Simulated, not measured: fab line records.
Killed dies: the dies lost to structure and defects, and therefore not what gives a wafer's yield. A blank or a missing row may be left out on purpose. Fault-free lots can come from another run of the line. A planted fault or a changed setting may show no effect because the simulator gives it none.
Struck lot and sound lot, side by side | flow sfq line | 21 out of 325 route steps
Sound: these wafers, L377.4, L377.5, L377.6. Wafers L386.3, L386.4, L386.6 were the ones struck. The cause is given at the end.
Per side, at each step with rows, come the tool, then ch with its chambers, and then its first start. Under that, the readings that differ: sound wafers | struck wafers | difference of the means | sigmas: that difference in standard deviations of wafers without a fault.
alike: same words and numbers on both sides, and readings whose means sit less than 2 such deviations apart. not compared: any withheld reading, any reading some wafer has no value for, any bound like >300 that may hide the same value, and any number with overlapping values for which the record gives no deviation.
Wherever a step has rows on one side only, a row that says differs or no value, or a row with sigmas, the two part there. Numbers that don't overlap but have no deviation are shown without sigmas and don't part them. A reading missing from all wafers of one side parts the sides only when that side holds two or more wafers.

SFQ_INCOMING_BOW_MEAS_900:
  struck on film metro-04, day 4 08:02; sound on film metro-02, day 2 11:04
  alike: INCOMING_BOW
then, 1 step without rows for these wafers: SFQ_TRILAYER_INCOMING_OXIDATION_002 (target thk 500 nm, ox time 4939 s).
SFQ_TRILAYER_L0_DEP_SPUTTER_003: material MoNx KI, target thk 40 nm, time 100 s.
  struck on pvd sputter-05, day 4 10:29; sound on pvd sputter-05, day 2 13:29
  alike: chamber pressure pa, throttle valve pct
SFQ_L0_RS_MEAS_901: a four-point-probe measurement.
  struck on film metro-03, day 4 10:36; sound on film metro-03, day 2 13:37
  alike: L0_MONX_KI_RS
SFQ_L0_THK_MEAS_902: measures by xrf.
  struck on film metro-03, day 4 10:42; sound on film metro-03, day 2 13:43
  alike: L0_MONX_KI_THK
then, 4 steps without rows for these wafers: SFQ_TRILAYER_L0_LITHO_COAT_010 (resist thk 62 nm); SFQ_TRILAYER_L0_LITHO_COAT_005 (resist thk 600 nm); SFQ_TRILAYER_L0_LITHO_SOFTBAKE_009; SFQ_TRILAYER_L0_LITHO_EXPOSE_006 (exposes mask L0, target cd 2000 nm).
SFQ_TRILAYER_L0_LITHO_PEB_008: peb time 60 s.
  struck on litho track-01, day 6 05:09; sound on litho track-01 ch 0, day 4 06:50
  no value came back on the struck wafers for chill plate temp C (C), exhaust pa (Pa); on the sound wafers chill plate temp C (C) reads 23.20 23.18 23.16
then, 1 step without rows for these wafers: SFQ_TRILAYER_L0_LITHO_DEVELOP_007 (time 60 s).
SFQ_TRILAYER_L0_BARC_OPEN_METAL_ETCH_010: etches BARC in O2, target depth 125 nm, time 41.7 s.
  sound on rie metal-02 ch 0,1, day 4 07:04; struck on rie metal-02 ch 0,1, day 6 05:25
  alike: drypump motor current A, oes product au
  not compared: rf hours counter h
SFQ_TRILAYER_L0_ETCH_METAL_ETCH_008: etches MoNx KI in SF6/O2, stops on SiO2, target depth 50 nm, time 25 s.
  sound on rie metal-02 ch 0,1, day 4 07:08; struck on rie metal-02 ch 0,1, day 6 05:29
  alike: drypump motor current A, oes product au
  not compared: rf hours counter h
SFQ_TRILAYER_L0_STRIP_STRIP_009: strips in O2.
  sound on rie metal-02 ch 0,1, day 4 07:22; struck on rie metal-02 ch 0,1, day 6 05:43
  alike: drypump motor current A, oes product au
  not compared: rf hours counter h
then, 1 step without rows for these wafers: SFQ_TRILAYER_L0_STRIP_SOLV_CLEAN_010 (cleans in NMP, time 600 s).
SFQ_TRILAYER_L0_CAP_PECVD_011: deposits SiO2 from SiH4/N2O, time 13.333 s, target thk 60 nm.
  sound on pecvd-02 ch 0,1,2, day 4 07:58; struck on pecvd-01 ch 0,1, day 6 06:18
  alike: heater power w, showerhead vpp V, throttle valve pct
  not compared: since wet clean h
then, 3 steps without rows for these wafers: SFQ_TRILAYER_L0_VIA_LITHO_COAT_018 (resist thk 62 nm); SFQ_TRILAYER_L0_VIA_LITHO_COAT_013 (resist thk 650 nm); SFQ_TRILAYER_L0_VIA_LITHO_SOFTBAKE_017.
SFQ_TRILAYER_L0_VIA_LITHO_EXPOSE_014: exposes mask L0V, target cd 700 nm.
  struck on krf scanner-01, day 7 22:06; sound on krf scanner-01 ch 0, day 6 02:06
  no value came back on the struck wafers for exposure dose mJ cm2, focus offset nm (nm), sigma outer; on the sound wafers exposure dose mJ cm2 reads 21.300 21.302 21.300
  alike: mask
then, 1 step without rows for these wafers: SFQ_TRILAYER_L0_VIA_LITHO_PEB_016 (peb time 60 s).

## WHERE THEY PART
At SFQ_TRILAYER_L0_LITHO_PEB_008 first; at SFQ_TRILAYER_L0_VIA_LITHO_EXPOSE_014 last (within this record only).

WHY: the cause the simulator had injected
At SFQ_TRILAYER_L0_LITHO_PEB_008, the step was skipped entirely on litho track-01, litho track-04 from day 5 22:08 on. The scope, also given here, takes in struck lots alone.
